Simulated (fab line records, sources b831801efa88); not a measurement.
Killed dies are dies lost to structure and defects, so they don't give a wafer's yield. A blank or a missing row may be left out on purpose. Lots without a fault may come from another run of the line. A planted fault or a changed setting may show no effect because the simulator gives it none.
Which tool did it? | flow sky130 | 15 lots, 45 wafers sampled, at 2 steps of a route of 708

WHAT THE GAUGES READ, wafer by wafer
SKY_VIA1_RS_MEAS_22: measures by four-point-probe.
lot  | measured     | on            | VIA1_W_RS (ohm/sq)
L742 | day 34 04:02 | film_metro-03 | 0.436 0.433 0.428
L743 | day 34 05:55 | film_metro-03 | 0.429 0.428 0.423
L744 | day 34 15:43 | film_metro-03 | 0.429 0.424 0.424
L745 | day 35 22:53 | film_metro-03 | 0.421 0.426 0.427
L746 | day 36 05:16 | film_metro-03 | 0.430 0.426 0.425
L748 | day 36 08:23 | film_metro-04 | 0.429 0.424 0.426
L752 | day 37 05:57 | film_metro-04 | 0.429 0.425 0.423
L751 | day 37 10:08 | film_metro-03 | 0.429 0.423 0.421
L753 | day 37 13:12 | film_metro-04 | 0.432 0.432 0.431
L754 | day 37 22:14 | film_metro-03 | 0.426 0.428 0.419
L757 | day 39 10:08 | film_metro-03 | 0.420 0.420 0.421
L761 | day 40 15:26 | film_metro-03 | 0.434 0.430 0.434
L762 | day 41 00:13 | film_metro-04 | 0.429 0.430 0.428
L764 | day 41 01:10 | film_metro-02 | 0.422 0.424 0.424
L763 | day 41 05:48 | film_metro-03 | 0.432 0.433 0.427

SKY_METAL2_RS_MEAS_05: measures by four-point-probe.
lot  | measured     | on            | METAL2_ALCU_RS (ohm/sq)
L742 | day 34 04:40 | film_metro-01 | 0.1247 0.1243 0.1257
L743 | day 34 06:32 | film_metro-01 | 0.1269 0.1262 0.1270
L744 | day 34 16:20 | film_metro-01 | 0.1244 0.1255 0.1250
L745 | day 35 23:31 | film_metro-02 | 0.1262 0.1245 0.1255
L746 | day 36 05:53 | film_metro-02 | 0.1298 0.1287 0.1297
L748 | day 36 08:59 | film_metro-03 | 0.1256 0.1271 0.1270
L752 | day 37 06:34 | film_metro-01 | 0.1279 0.1275 0.1270
L751 | day 37 10:45 | film_metro-01 | 0.1242 0.1259 0.1240
L753 | day 37 13:50 | film_metro-03 | 0.1260 0.1268 0.1267
L754 | day 37 22:51 | film_metro-02 | 0.1269 0.1278 0.1283
L757 | day 39 10:44 | film_metro-03 | 0.1247 0.1260 0.1268
L761 | day 40 17:35 | film_metro-02 | 0.1261 0.1261 0.1268
L762 | day 41 00:50 | film_metro-01 | 0.1300 0.1281 0.1283
L764 | day 41 01:47 | film_metro-02 | 0.1259 0.1256 0.1260
L763 | day 41 06:25 | film_metro-01 | 0.1278 0.1268 0.1279

WHICH TOOL RAN EACH LOT (tool, then ch and the chambers of the sampled wafers, then the start)
The record holds no process step before these readings.

WHAT THE TOOLS THEMSELVES READ (means of the sampled wafers that have a number; where no wafer has one, the mark that the record gives instead)
The record holds no such reading with a usual standard deviation.

THE ANSWER, worked out from the rows above alone
Rule: what is usual is taken from the lots themselves. Put in order of their means at a reading, lots are off if they are a third of the lots or fewer, leave a main group of 4 or more, and stand apart from it by a gap of 3 or more times the standard deviation of the main group's means; of several such gaps the widest counts. A main group whose means are all the same, to the digits that the tables above print for the reading, isn't used. A lot without any number at a reading at which 4 lots or more have one is off too. The other lots that the step has rows for count as sound. The gauges are gone through in route order, then the tools' own readings, and for those a lot's mean is taken as printed above. The first step at which some lot is off is used, and at that step the reading that is off furthest; a lot without a number counts as furthest.
No lot is off at any reading shown: from this, nothing can be told.

WHAT THE SIMULATOR HAD PUT IN
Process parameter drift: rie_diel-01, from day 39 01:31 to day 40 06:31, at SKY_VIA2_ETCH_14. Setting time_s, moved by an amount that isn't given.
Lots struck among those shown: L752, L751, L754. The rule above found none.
